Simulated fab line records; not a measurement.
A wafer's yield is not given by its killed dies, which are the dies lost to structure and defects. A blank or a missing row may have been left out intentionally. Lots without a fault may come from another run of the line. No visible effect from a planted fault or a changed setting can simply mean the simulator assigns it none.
Problem report in the 8D (eight disciplines) form, filled by code | flow gf180mcu | the parts of the form that need people (team, actions taken, sign-off) are left out

## 1. THE ISSUE
At GF_DUAL_GATE_EXPOSE_08, exposure-dose-mJ-cm2 averages 130.90 over 6 wafers from 2 lots, while fault-free wafers read 140.05, standard deviation 0.14. That puts it -65 standard deviations away from the usual mean.
The step: exposes mask Dualgate, target cd 700 nm.
Earliest sighting: wafer L541.2 on iline-stepper-01 at day 12 21:48. The record holds 39 wafers of 13 lots with a number at this step. By rule, "out" or "out of limits" means more than 4 standard deviations away from the usual mean. The other wafers with a number count as sound.

## 2. WHAT IT IS, WHAT IT ISN'T
question                    | is                     | is not
which readings at this step | exposure-dose-mJ-cm2   | stage-vel-mm-s
which lots                  | L541, L545             | L523, L525, L526, L527, L528, L529, L530, L532, L535, L536, L546
which wafers of those lots  | all that have a number | -
read on which tools         | iline-stepper-01       | iline-stepper-02
when                        | from day 12 21:48      | up to then (30 sound wafers); but 3 sound wafers of L546 came after

## 3. THE SUSPECTS, EACH WITH WHAT RULES IT OUT
Counting: a tool stays on the suspect list if, at a process step up to the reading, it processed all lots that are out and no sound lot following the first of them.
- iline-stepper-01 at GF_DUAL_GATE_EXPOSE_08 (exposes mask Dualgate, target cd 700 nm): kept. It ran every lot that is out, first L541 (day 12 21:48), and no sound lot after that; its last sound lot up to then is L532 (day 10 07:32). Out on those wafers are its own readings of exposure-dose-mJ-cm2.
Left after counting: iline-stepper-01 at GF_DUAL_GATE_EXPOSE_08.

## 4. THE CAUSE (what the simulator had put in)
Process parameters drifting: iline-stepper-01 at GF_DUAL_GATE_EXPOSE_08, beginning at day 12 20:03. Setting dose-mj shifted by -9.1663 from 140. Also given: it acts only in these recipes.
Only this tool survived the counting.

## 5. THE CHAIN OF EFFECTS, in route order
Each row: a reading whose mean over the struck wafers that have a number lies more than 3 standard deviations from the usual. Scope: only readings with a usual standard deviation given in the record; hours: median across lots of the time from each lot's start at the first step in this table that gives one to its start at this step; sigmas: change in usual standard deviations.
hours | step                   | reading              | usual  | on struck wafers | change | sigmas
0     | GF_DUAL_GATE_EXPOSE_08 | exposure-dose-mJ-cm2 | 140.05 | 130.90           | -9.15  | -65
The process steps in it:
- GF_DUAL_GATE_EXPOSE_08: exposes mask Dualgate, target cd 700 nm.
At these later measuring or inspecting steps, every struck wafer for which the step has a row has a number for every such reading, and none has moved that far: GF_CONTACT_THK_MEAS_01, GF_M2_CD_MEAS_14.

## 6. HOW IT WOULD HAVE BEEN CAUGHT EARLIER
In this record the first reading out of limits was taken at day 12 21:48, 2 hours after the fault began at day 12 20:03.
